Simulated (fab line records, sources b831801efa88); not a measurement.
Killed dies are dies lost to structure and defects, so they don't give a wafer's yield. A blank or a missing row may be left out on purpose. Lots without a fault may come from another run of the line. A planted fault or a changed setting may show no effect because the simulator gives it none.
Chamber matching | flow gf180mcu | GF_V2_CMP_04 on cmp-02: 4 sister chambers
The step polishes SiO2. 4 wafers are shown with their chamber, then 7 later ones without.

WAFERS WITH THEIR CHAMBER
wafer  | chamber | motor_current_A (A)
L987.6 | 2       | 10.4
L989.6 | 1       | 11.0
L101.1 | 0       | 12.0
L101.2 | 3       | 11.9

WAFERS WITHOUT THEIR CHAMBER
wafer  | motor_current_A (A)
L101.4 | 11.1
L102.1 | 11.3
L102.3 | 10.7
L102.5 | 12.4
L103.1 | 11.7
L103.2 | 10.9
L103.6 | 11.5

WHICH CHAMBER EACH WENT THROUGH
wafer  | from the rows above          | in truth
L101.4 | 1                            | 1
L102.1 | can't be placed: 1 or 3 or 0 | 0
L102.3 | can't be placed: 2 or 1      | 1
L102.5 | can't be placed: 0 or 3      | 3
L103.1 | can't be placed: 3 or 0 or 1 | 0
L103.2 | can't be placed: 1 or 2      | 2
L103.6 | can't be placed: 3 or 0 or 1 | 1
Placed correctly: 1 of 7. Can't be placed from these rows: 6 (the true chamber is among the candidates in 6). Placed wrongly: 0.
How it was worked out, from the rows above alone: a wafer's distance from a chamber is the root of the sum, over the readings, of the square of ((its reading less the chamber's mean) divided by the reading's scatter). The wafer belongs to the nearest chamber; if the next one is less than 2 further off, it can't be placed. A chamber's mean is the mean of its shown wafers. The scatter: with one shown wafer a chamber, the root of the mean of the squares of how far each hidden wafer lies from its nearest shown one.
